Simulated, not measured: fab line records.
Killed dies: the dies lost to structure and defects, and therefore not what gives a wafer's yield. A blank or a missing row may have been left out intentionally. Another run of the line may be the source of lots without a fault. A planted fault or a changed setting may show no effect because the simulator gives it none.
Which tool was responsible?    flow sky130    12 lots, 36 wafers sampled, at 3 steps of a route of 708

== WHAT THE GAUGES READ, wafer by wafer ==
SKY_SONOS_TUNNEL_OVL_MEAS_08. Usual: SONOS_TUNNEL_OVL gives -1.0 nm (standard deviation 1.2).
lot   measured      on          SONOS_TUNNEL_OVL (nm)  flag
L805  day 12 05:49  overlay-01  -1.2 1.0 -0.9          
L806  day 12 18:12  overlay-02  0.1 -0.5 -1.7          
L809  day 13 11:40  overlay-01  -1.4 -2.2 -2.8         
L810  day 13 23:40  overlay-02  -0.5 -1.9 -0.9         
L811  day 14 00:35  overlay-02  -1.2 0.9 -0.4          
L812  day 14 11:46  overlay-01  -2.0 -3.9 -3.2         
L816  day 15 22:13  overlay-02  0.2 0.3 -0.3           
L817  day 16 08:44  overlay-01  -2.9 -2.1 -2.0         
L821  day 17 14:06  overlay-01  -0.6 0.3 -1.4          
L822  day 17 23:19  overlay-01  -1.9 -0.5 -1.7         
L823  day 18 08:37  overlay-02  -2.1 -2.0 -1.8         
L825  day 18 14:54  overlay-02  0.9 1.0 -0.2           

SKY_SONOS_TUNNEL_TW_MEAS_12. Usual: SONOS_TUNNEL_TW gives 197.5 (standard deviation 1.5).
lot   measured      on             SONOS_TUNNEL_TW    flag
L805  day 12 06:16  film_metro-03  198.6 198.2 198.3  
L806  day 12 18:38  film_metro-03  199.1 197.7 198.7  
L809  day 13 12:08  film_metro-04  196.2 194.7 194.7  
L810  day 14 00:07  film_metro-04  194.3 194.5 194.9  
L811  day 14 01:04  film_metro-04  194.8 194.5 194.3  
L812  day 14 12:13  film_metro-04  195.2 194.8 195.8  
L816  day 15 22:40  film_metro-03  197.5 197.8 196.6  
L817  day 16 09:11  film_metro-02  198.7 199.5 199.3  
L821  day 17 14:33  film_metro-02  200.2 199.0 199.2  
L822  day 17 23:47  film_metro-03  198.8 197.4 197.8  
L823  day 18 09:05  film_metro-04  195.6 195.1 194.7  
L825  day 18 15:21  film_metro-02  199.0 200.0 198.3  

SKY_POLY_GATE_CD_MEAS_13: the cd target is 150 nm. Usual: 150.0 nm for cd_nm, sd 1.3.
lot   measured      on         cd_nm (nm)         flag
L805  day 17 17:07  cd_sem-01  151.0 150.5 150.5  
L806  day 18 07:50  cd_sem-01  149.2 147.4 148.5  
L809  day 18 21:49  cd_sem-01  147.5 149.8 150.1  
L810  day 19 08:37  cd_sem-01  153.7 153.5 153.4  
L811  day 19 08:46  cd_sem-02  149.9 148.9 148.7  
L812  day 19 20:52  cd_sem-02  150.6 151.1 150.3  
L816  day 21 11:43  cd_sem-02  148.7 149.8 148.5  
L817  day 21 22:10  cd_sem-02  148.6 148.5 149.9  
L821  day 23 08:09  cd_sem-02  147.4 149.3 148.2  
L822  day 23 13:56  cd_sem-02  150.5 148.2 149.1  
L823  day 24 01:49  cd_sem-02  150.4 150.4 149.8  
L825  day 24 10:56  cd_sem-01  149.6 149.6 149.5  

== WHICH TOOL RAN EACH LOT (tool, then ch and the chambers of the sampled wafers, then the start) ==
There is no process step in the record ahead of these readings.

== AS READ BY THE TOOLS THEMSELVES (means over the sampled wafers that have a number; for cases with no such wafer, the mark the record gives instead) ==
The record holds no such reading with a usual standard deviation.

== THE ANSWER, worked out from the rows above alone ==
Rule: lot off if the mean of its wafers having a number is beyond 3 standard deviations from the usual mean. A lot without any number at a reading at which 4 lots or more have one is off too. Where the step has rows for the other lots, those lots are counted as sound. The gauges are gone through in route order, then the tools' own readings, and for those a lot's mean is taken as printed above. At the first step where some lot is off, the reading lying furthest off is the one used; lots without a number count as furthest.
Across all readings shown, no lot is off: no conclusion can be drawn from this.

== WHAT THE SIMULATOR PUT IN ==
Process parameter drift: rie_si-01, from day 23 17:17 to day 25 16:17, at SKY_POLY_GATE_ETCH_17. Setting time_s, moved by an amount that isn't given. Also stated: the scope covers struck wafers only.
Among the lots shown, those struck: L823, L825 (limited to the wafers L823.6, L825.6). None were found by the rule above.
